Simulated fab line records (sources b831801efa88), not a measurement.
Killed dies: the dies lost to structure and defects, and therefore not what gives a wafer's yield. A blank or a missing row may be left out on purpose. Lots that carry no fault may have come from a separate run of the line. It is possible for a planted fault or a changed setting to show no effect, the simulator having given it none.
Problem report in the 8D (eight disciplines) form, filled by code / flow gf180mcu / the parts of the form that need people (team, actions taken, sign-off) are left out

1. THE PROBLEM
A mean of 44 s is read at GF_V2_CMP_26 for time_to_endpoint_s, taken on 1 wafer of 1 lot, against 83 s (standard deviation 3.2) on wafers free of any fault. Measured from the usual mean, that is -12 standard deviations.
The step: polishes, stops on SiO2, t overpolish 15 s, target thk 0 nm.
Seen first at day 26 13:37 on cmp-02, wafer L103.4. Wafers with a number at this step in the record: 39, from 13 lots. Rule for "out", or "out of limits": more than 4 standard deviations from the usual mean. The rest of the wafers with a number are treated as sound.

2. WHAT IT IS AND WHAT IT IS NOT
question=which readings at this step; is=time_to_endpoint_s; is not=motor_current_A, overpolish_run_s
question=which lots; is=L103; is not=L986, L987, L988, L989, L990, L991, L992, L993, L995, L996, L997, L999
question=which wafers of those lots; is=L103.4; is not=L103.3, L103.5
question=read on which tools; is=cmp-02; is not=cmp-01
question=when; is=from day 26 13:37; is not=up to then (38 sound wafers)

3. SUSPECTS, AND WHAT RULES EACH OUT
Counting: a tool at a process step up to the reading stays a suspect if it ran every lot that is out. Sound lots after the first of them don't rule it out here, since some wafers of a struck lot are sound.
- cmp-02 at GF_V2_CMP_26 (polishes, stops on SiO2, t overpolish 15 s, target thk 0 nm): kept. It processed L103, the lot that is out, at day 26 13:37, and its most recent sound lot before then was L999 at day 25 01:36. Its own time_to_endpoint_s readings are out on those wafers.
- At GF_V2_CMP_26, inside cmp-02: chamber 3 took the wafers that are out, while their sound lot-mates went through chambers 0, 2.
Left after counting: cmp-02 at GF_V2_CMP_26.

4. THE CAUSE (what the simulator had put in)
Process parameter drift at GF_V2_CMP_26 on cmp-02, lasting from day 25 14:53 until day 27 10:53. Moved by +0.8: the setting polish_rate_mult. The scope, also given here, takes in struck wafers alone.
The count eliminated every tool but this one.

5. SEQUENCE OF EFFECTS, ordered by route
Rows list readings where the struck wafers' mean (over those with a number) sits beyond 3 standard deviations from the usual. Only readings for which the record gives a usual standard deviation are gone through. hours: the time from each lot's start at the first step in this table that gives one to its start at this step, as a median over the lots. sigmas: the change in usual standard deviations.
hours=0; step=GF_V2_CMP_26; reading=time_to_endpoint_s; usual=83 s; on struck wafers=44; change=-39; sigmas=-12
hours=0; step=GF_M3_SPUTTER_01; reading=throttle_valve_pct; usual=29.5 %; on struck wafers=32.5; change=+3.0; sigmas=+3.1
Process steps it contains:
- GF_V2_CMP_26: polishes, stops on SiO2, t overpolish 15 s, target thk 0 nm.
- GF_M3_SPUTTER_01: material TiN, target thk 30 nm, time 25 s.

6. HOW IT WOULD HAVE BEEN CAUGHT EARLIER
In this record the first reading out of limits was taken at day 26 13:37, 23 hours after the fault began at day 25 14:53.
